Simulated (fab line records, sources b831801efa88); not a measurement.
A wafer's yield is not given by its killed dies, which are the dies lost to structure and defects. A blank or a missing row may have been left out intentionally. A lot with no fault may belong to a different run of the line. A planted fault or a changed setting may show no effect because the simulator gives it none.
A lot that was struck, set against a sound lot :: flow sky130 :: 15 out of 708 route steps
Sound: wafers L924.1, L924.4, L924.5. Wafers L940.3, L940.4, L940.6 were the ones struck. At the end, the cause is stated.
Order at every step that has rows: each side's tool, ch and its chambers, its first start. Under that, the readings that differ: sound wafers :: struck wafers :: difference of the means :: sigmas: that difference in standard deviations of wafers without a fault.
alike: a reading whose means differ by less than 2 such deviations, as well as words and numbers matching on both sides. not compared: withheld readings; readings where some wafer has no value; bounds like >300 that might hide an equal value; numbers whose values overlap and for which the record gives no deviation.
Wherever a step has rows on one side only, a row that says differs or no value, or a row with sigmas, the two part there. Non-overlapping numbers with no deviation appear without sigmas and do not part them. A reading that every wafer of one side lacks parts them only if that side has two wafers or more.

SKY_VIA2_BOW_MEAS_03:
  sound on film metro-03 at day 35 10:40; struck on film metro-03 at day 40 12:35
  alike: VIA2_BOW
then, 8 steps without rows for these wafers: SKY_VIA2_DEHYDRATE_04 (time 60 s); SKY_VIA2_HMDS_05 (prime time 60 s); SKY_VIA2_COAT_06 (resist thk 60 nm); SKY_VIA2_COAT_07 (resist thk 450 nm); SKY_VIA2_SOFTBAKE_08 (time 90 s); SKY_VIA2_EXPOSE_09 (exposes mask VIM2, target cd 200 nm); SKY_VIA2_PEB_10; SKY_VIA2_DEVELOP_11 (develop time 60 s).
SKY_VIA2_CD_MEAS_12 targets a cd of 200 nm.
  sound on cd sem-01 at day 36 12:19; struck on cd sem-02 at day 41 13:04
  alike: cd nm
SKY_VIA2_OVL_MEAS_13:
  sound on overlay-02 at day 36 12:26; struck on overlay-02 at day 41 13:09
  alike: VIA2_OVL
SKY_VIA2_ETCH_14: etches BARC in N2/H2, stops on SiO2, time 45.9 s, target depth 60 nm.
  sound on rie diel-04 ch 2,3, day 36 12:28; struck on rie diel-03 ch 1,3, day 41 13:11
  alike: bias w, chamber pressure mTorr, drypump motor current A, h2 flow sccm, oes product au, throttle valve pct
  not compared: rf hours counter h
SKY_VIA2_ETCH_15: etches SiO2 in C4F8/O2/Ar, stops on TiN, target depth 546 nm, time 84 s.
  sound on rie diel-04 ch 2,3, day 36 12:31; struck on rie diel-03 ch 1,3, day 41 13:13
  no value came back on the struck wafers for bias w (W), chamber pressure mTorr (mTorr), oes product au (a.u.); on the sound wafers bias w (W) reads 1200 1207 1206
reading: model.KrF-thick_of_VIA2_COAT_07.thk nm (nm)
sound: 282.6 286 284.5
struck: 392.2 394.2 392.1
difference: +108.5
sigmas: 
  not compared: rf hours counter h
SKY_VIA2_STRIP_16: strips in O2/N2.
  sound on plasma asher-03 ch 0,1, day 36 12:34; struck on plasma asher-01 ch 0,1, day 41 13:19
reading: drypump motor current A (A)
sound: 5.9 6.5 6.5
struck: 5.2 5.2 5.2
difference: -1.1
sigmas: -2

reading: oes product au (a.u.)
sound: 0.398 0.397 0.396
struck: 0.445 0.451 0.447
difference: +0.051
sigmas: +11

reading: strip time to endpoint s (s)
sound: 4.04 4.09 4.07
struck: 5.19 5.22 5.19
difference: +1.13
sigmas: +31
  alike: o2 flow sccm
  not compared: rf hours counter h
then, 1 step without rows for these wafers: SKY_VIA2_STRIP_17 (strips in post etch residue remover, time 1200 s).

## WHERE THEY PART
Last at SKY_VIA2_STRIP_16 as far as this record goes, first at SKY_VIA2_ETCH_15.

WHY: what the simulator had put in
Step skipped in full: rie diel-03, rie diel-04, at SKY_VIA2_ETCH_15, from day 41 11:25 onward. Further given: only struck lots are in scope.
